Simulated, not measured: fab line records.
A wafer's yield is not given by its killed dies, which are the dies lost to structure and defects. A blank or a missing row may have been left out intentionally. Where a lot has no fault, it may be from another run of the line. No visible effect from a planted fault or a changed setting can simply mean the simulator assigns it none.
Which of the tools did it? | flow sky130 | Sampling: 6 lots, 18 wafers, 4 of 708 route steps

== WHAT THE GAUGES SHOWED, per wafer ==
SKY_PASSIVATION_THK_MEAS_03.
lot  | measured     | on           | PASSIVATION_CVD_02_THK (nm)
L821 | day 44 05:16 | filmMetro-02 | 535 531 539
L826 | day 45 10:22 | filmMetro-01 | 532 539 539
L830 | day 46 14:31 | filmMetro-02 | 546 535 533
L831 | day 47 15:13 | filmMetro-02 | 524 543 532
L835 | day 48 08:37 | filmMetro-01 | 539 546 545
L841 | day 49 01:52 | filmMetro-04 | 540 547 540

== WHICH TOOL RAN EACH LOT (tool, then ch and the chambers of the sampled wafers, then the start) ==
lot  | SKY_METAL5_SPUTTER_00       | SKY_METAL5_DESCUM_14             | SKY_METAL5_CLEAN_19
L821 | pvdSputter-01, day 43 04:38 | rieMetal-03 ch 0,1, day 44 04:05 | wetBench-04 ch 2, day 44 04:52
L826 | pvdSputter-02, day 44 11:14 | rieMetal-02 ch 1, day 45 08:53   | wetBench-04 ch 1, day 45 09:58
L830 | pvdSputter-02, day 45 16:50 | rieMetal-02 ch 0,1, day 46 13:03 | wetBench-03 ch 0, day 46 13:58
L831 | pvdSputter-02, day 46 18:40 | rieMetal-01 ch 1, day 47 13:54   | wetBench-02 ch 3, day 47 14:42
L835 | pvdSputter-02, day 47 11:56 | rieMetal-02 ch 0,1, day 48 07:23 | wetBench-04 ch 2, day 48 08:12
L841 | pvdSputter-01, day 48 05:38 | rieMetal-03 ch 0,1, day 49 00:41 | wetBench-03 ch 0, day 49 01:27
- SKY_METAL5_SPUTTER_00: material Ti, target thk 15 nm, time 10 s.
- SKY_METAL5_DESCUM_14: chemistry O2, time 11 s.
- SKY_METAL5_CLEAN_19: cleans in O3/DIW.

== THE ANSWER, worked out from the rows above alone ==
Rule: the usual values come from the lots themselves. Put in order of their means at a reading, lots are off if they are a third of the lots or fewer, leave a main group of 4 or more, and stand apart from it by a gap of 3 or more times the standard deviation of the main group's means; of several such gaps the widest counts. Not used: any main group whose means are identical at the precision the tables above print for the reading. A lot without any number at a reading at which 4 lots or more have one is off too. Where the step has rows for the other lots, those lots are counted as sound.
No lot is off on any of the readings shown, so nothing can be concluded from this.

== WHAT THE SIMULATOR PUT IN ==
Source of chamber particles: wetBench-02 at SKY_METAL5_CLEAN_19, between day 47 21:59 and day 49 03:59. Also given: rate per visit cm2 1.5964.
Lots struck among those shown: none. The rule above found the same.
